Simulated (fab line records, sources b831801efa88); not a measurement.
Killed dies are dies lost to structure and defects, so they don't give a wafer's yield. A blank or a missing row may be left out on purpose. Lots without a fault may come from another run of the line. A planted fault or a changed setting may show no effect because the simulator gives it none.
Which tool did it? | flow gf180mcu | 6 lots, 18 wafers sampled, at 1 step of a route of 602

WHAT THE GAUGES READ, wafer by wafer
GF_M4_THK_MEAS_06: measures by xrf.
lot  | measured     | on            | M4_ALCU_THK (nm)
L647 | day 24 01:04 | film_metro-04 | 440 442 447
L650 | day 25 10:48 | film_metro-04 | 449 452 443
L652 | day 25 20:08 | film_metro-04 | 447 453 453
L654 | day 26 14:00 | film_metro-02 | 456 448 448
L656 | day 27 00:25 | film_metro-02 | 449 450 454
L661 | day 28 13:21 | film_metro-04 | 451 456 459

WHICH TOOL RAN EACH LOT (tool, then ch and the chambers of the sampled wafers, then the start)
The record holds no process step before these readings.

THE ANSWER, worked out from the rows above alone
Rule: what is usual is taken from the lots themselves. Put in order of their means at a reading, lots are off if they are a third of the lots or fewer, leave a main group of 4 or more, and stand apart from it by a gap of 3 or more times the standard deviation of the main group's means; of several such gaps the widest counts. A main group whose means are all the same, to the digits that the tables above print for the reading, isn't used. A lot without any number at a reading at which 4 lots or more have one is off too. The other lots that the step has rows for count as sound.
No lot is off at any reading shown: from this, nothing can be told.

WHAT THE SIMULATOR HAD PUT IN
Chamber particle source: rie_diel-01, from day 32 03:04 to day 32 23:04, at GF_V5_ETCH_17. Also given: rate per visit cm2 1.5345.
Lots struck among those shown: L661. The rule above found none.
